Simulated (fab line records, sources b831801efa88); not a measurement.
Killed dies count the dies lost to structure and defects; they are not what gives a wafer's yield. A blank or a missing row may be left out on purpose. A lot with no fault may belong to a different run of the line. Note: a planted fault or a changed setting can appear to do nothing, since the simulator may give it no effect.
Struck lot and sound lot, side by side	flow sky130	15 out of 708 route steps
Sound: these wafers, L913.3, L913.5, L913.6. Struck: wafers L920.3, L920.5, L920.6. The cause comes at the end.
At each step with rows: each side's tool, then ch and its chambers, then its first start. Under that, the readings that differ: sound wafers	struck wafers	difference of the means	sigmas: that difference in standard deviations of wafers without a fault.
alike: readings whose means differ by less than 2 such deviations, and words and numbers that are the same on both sides. not compared: withheld readings, readings that some wafer has no value for, bounds like >300 that may hide the same value, and numbers for which the record gives no deviation and whose values overlap.
A row with sigmas, a row that says differs or no value, or rows on one side alone: a step with any of these is where the two part. Numbers that have no deviation but don't overlap get no sigmas and don't part them. Lack of a reading on every wafer of one side parts them only where that side has two or more wafers.

first, 4 steps without rows for these wafers: SKY_LI_CONTACT_SOFTBAKE_08 (time 90 s); SKY_LI_CONTACT_EXPOSE_09 (exposes mask LICM1, target cd 170 nm); SKY_LI_CONTACT_PEB_10; SKY_LI_CONTACT_DEVELOP_11 (develop time 60 s).
SKY_LI_CONTACT_CD_MEAS_12: target cd 170 nm.
  sound: cd sem-01 at day 29 17:20; struck: cd sem-01 at day 32 00:59
  alike: cd nm
SKY_LI_CONTACT_OVL_MEAS_13:
  sound: overlay-01 at day 29 17:25; struck: overlay-02 at day 32 01:04
  alike: LI_CONTACT_OVL
SKY_LI_CONTACT_ETCH_14: etches BARC in N2/H2, stops on SiO2, time 45.9 s, target depth 60 nm.
  sound on rie diel-02 ch 1,3, day 29 17:26; struck on rie diel-03 ch 0,2, day 32 01:05
  alike: drypump motor current A, oes product au, throttle valve pct
  not compared: rf hours counter h
SKY_LI_CONTACT_ETCH_15: etches PSG in C4F8/O2/Ar, stops on Si, target depth 600 nm.
  sound on rie diel-02 ch 1,3, day 29 17:29; struck on rie diel-03 ch 0,2, day 32 01:08
  alike: oes product au
SKY_LI_CONTACT_STRIP_16: strips in O2/N2.
  sound on plasma asher-04 ch 0,1, day 29 17:36; struck on plasma asher-03 ch 0,1, day 32 01:15
reading	sound	struck	difference	sigmas
strip time to endpoint s (s)	3.471 3.467 3.419	3.530 3.479 3.524	+0.059	+2
  alike: drypump motor current A, oes product au
  not compared: rf hours counter h
then, 2 steps without rows for these wafers: SKY_LI_CONTACT_CLEAN_17 (cleans in NMP, time 600 s); SKY_LI_CONTACT_PRE_CLEAN_18 (time 5.6 s).
SKY_LI_CONTACT_SPUTTER_19: material Ti, target thk 20 nm, time 106.37 s.
  sound: pvd sputter-03 at day 29 17:52; struck: pvd sputter-02 at day 32 01:41
  alike: throttle valve pct
SKY_LI_CONTACT_SPUTTER_20: material TiN, target thk 20 nm, time 80 s.
  sound: pvd sputter-03 at day 29 17:56; struck: pvd sputter-02 at day 32 01:46
reading	sound	struck	difference	sigmas
model.TiN_of_LI_CONTACT_SPUTTER_20.thk nm (nm)	19.39 19.42 19.68	6.539 6.723 6.581	-12.882	
  alike: throttle valve pct
SKY_LI_CONTACT_CVD_21: deposits W, target thk 400 nm, time 120.56 s.
  sound on cvd w-01 ch 0,1, day 29 18:02; struck on cvd w-01 ch 0,1, day 32 01:52
  alike: heater power w
-- here the record skips 16 days between the struck wafers' starts before and after, leaving off in module LI_CONTACT and picking up in module PAD_OPEN (first step shown: number 708 of the route) --
SKY_PAD_OPEN_PROBE_99:
  sound: prober-01 at day 46 02:22; struck: prober-01 at day 47 20:58
reading	sound	struck	difference	sigmas
model.etest.licon ndiff.rc ohm	173.2 182.3 181.4	351.5 356.4 360.5	+177.2	
model.etest.nfet g5v0d10v5.r on ohm um	1868 1871 1877	2037 2055 2043	+173	
model.etest.licon pdiff.rc ohm	575.8 589.2 580.7	774.6 735.9 733.8	+166.2	
model.etest.nfet_01v8.r on ohm um	794.2 808.3 808.1	948 966.9 959.7	+155	
model.etest.sonos uncharged.r on ohm um	795.6 808.5 799.4	950.4 945.6 946.8	+146.4	
model.etest.licon poly.rc ohm	153.2 147.2 149.9	268.1 264.5 266.6	+116.3	
model.etest.pfet_01v8.r on ohm um	2825 2917 2866	3031 3062 3023	+169	
  alike: killed_at_M0_to_M3, killed_at_M4_up, killed at contacts, killed at front end, killed at other, killed dies, killed open, killed short
  not compared: model.etest.pfet g5v0d10v5.r on ohm um

== WHERE THEY PART ==
Within this record, at SKY_LI_CONTACT_STRIP_16 only. Later steps at which nothing parts them and some readings are alike: SKY_LI_CONTACT_SPUTTER_19, SKY_LI_CONTACT_SPUTTER_20, SKY_LI_CONTACT_CVD_21, SKY_PAD_OPEN_PROBE_99.

WHY: what the simulator had put in
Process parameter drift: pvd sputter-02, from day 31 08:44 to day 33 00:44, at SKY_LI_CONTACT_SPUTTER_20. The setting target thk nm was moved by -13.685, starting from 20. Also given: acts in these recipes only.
